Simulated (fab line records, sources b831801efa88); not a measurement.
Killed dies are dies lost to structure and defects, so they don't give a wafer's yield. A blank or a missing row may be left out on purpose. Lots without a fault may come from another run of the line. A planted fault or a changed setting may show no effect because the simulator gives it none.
Problem report in the 8D (eight disciplines) form, filled by code | flow sky130 | the parts of the form that need people (team, actions taken, sign-off) are left out

1. THE PROBLEM
killed_at_M0_to_M3 at SKY_PAD_OPEN_PROBE_99 reads a mean of 99 on 6 wafers of 2 lots; wafers without a fault read 43 with a standard deviation of 7. That is +8.0 standard deviations from the usual mean.
First seen on wafer L238.1, day 49 02:22, on prober-01. The record holds 24 wafers of 8 lots with a number at this step. Rule for "out", or "out of limits": more than 4 standard deviations from the usual mean. The other wafers with a number count as sound.

2. WHAT IT IS AND WHAT IT IS NOT
question                    | is                     | is not
which readings at this step | killed_at_M0_to_M3     | killed_at_M4_up, killed_at_other, killed_open, killed_short, sort_bin_6_memory
which lots                  | L238, L239             | L227, L229, L231, L232, L247, L248
which wafers of those lots  | all that have a number | -
read on which tools         | prober-01, prober-02   | -
when                        | from day 49 02:22      | up to then (12 sound wafers); but 6 sound wafers of L247, L248 came after

3. SUSPECTS, AND WHAT RULES EACH OUT
Counting: a tool at a process step up to the reading stays a suspect if it ran every lot that is out and no sound lot after the first of them.
- plasma_asher-01 at SKY_METAL3_STRIP_19 (strips in O2/N2): ruled out as a lasting fault. Sound lots L248 ran on it after its first lot that is out, L238 (day 42 14:26).
Left after counting: nothing in the record.

4. THE CAUSE (what the simulator had put in)
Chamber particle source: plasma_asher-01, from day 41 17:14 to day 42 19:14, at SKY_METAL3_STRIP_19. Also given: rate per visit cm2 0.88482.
Counting ruled it out, wrongly: the rule takes a fault to strike every lot that its tool runs from its start on, and this one did not.

5. THE CHAIN OF EFFECTS, in route order
Each row: a reading whose mean over the struck wafers that have a number lies more than 3 standard deviations from the usual. Only readings for which the record gives a usual standard deviation are gone through. hours: the time from each lot's start at the first step in this table that gives one to its start at this step, as a median over the lots. sigmas: the change in usual standard deviations.
hours | step                  | reading              | usual  | on struck wafers | change | sigmas
0     | SKY_PAD_OPEN_PROBE_99 | defect_limited_yield | 82.3 % | 72.3             | -10.0  | -5.0
0     | SKY_PAD_OPEN_PROBE_99 | killed_at_M0_to_M3   | 43     | 99               | +56    | +8.0
0     | SKY_PAD_OPEN_PROBE_99 | killed_dies          | 87     | 136              | +49    | +5.1
0     | SKY_PAD_OPEN_PROBE_99 | sort_bin_3_pad_short | 0.9 %  | 3.5              | +2.6   | +5.6
0     | SKY_PAD_OPEN_PROBE_99 | sort_bin_5_function  | 10.5 % | 17.4             | +6.9   | +4.9
0     | SKY_PAD_OPEN_PROBE_99 | sort_n_pass          | 405    | 356              | -49    | -5.1
0     | SKY_PAD_OPEN_PROBE_99 | sort_yield_pct       | 82.3 % | 72.3             | -10.0  | -5.0
The process steps in it:
- SKY_PAD_OPEN_PROBE_99

6. WHAT WOULD HAVE CAUGHT IT SOONER
In this record the first reading out of limits was taken at day 49 02:22, 177 hours after the fault began at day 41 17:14.
Of the tool readings at SKY_METAL3_STRIP_19 for which the record gives a usual standard deviation, none was out on any struck wafer, so an alarm limit of 4 standard deviations on them would not have fired.
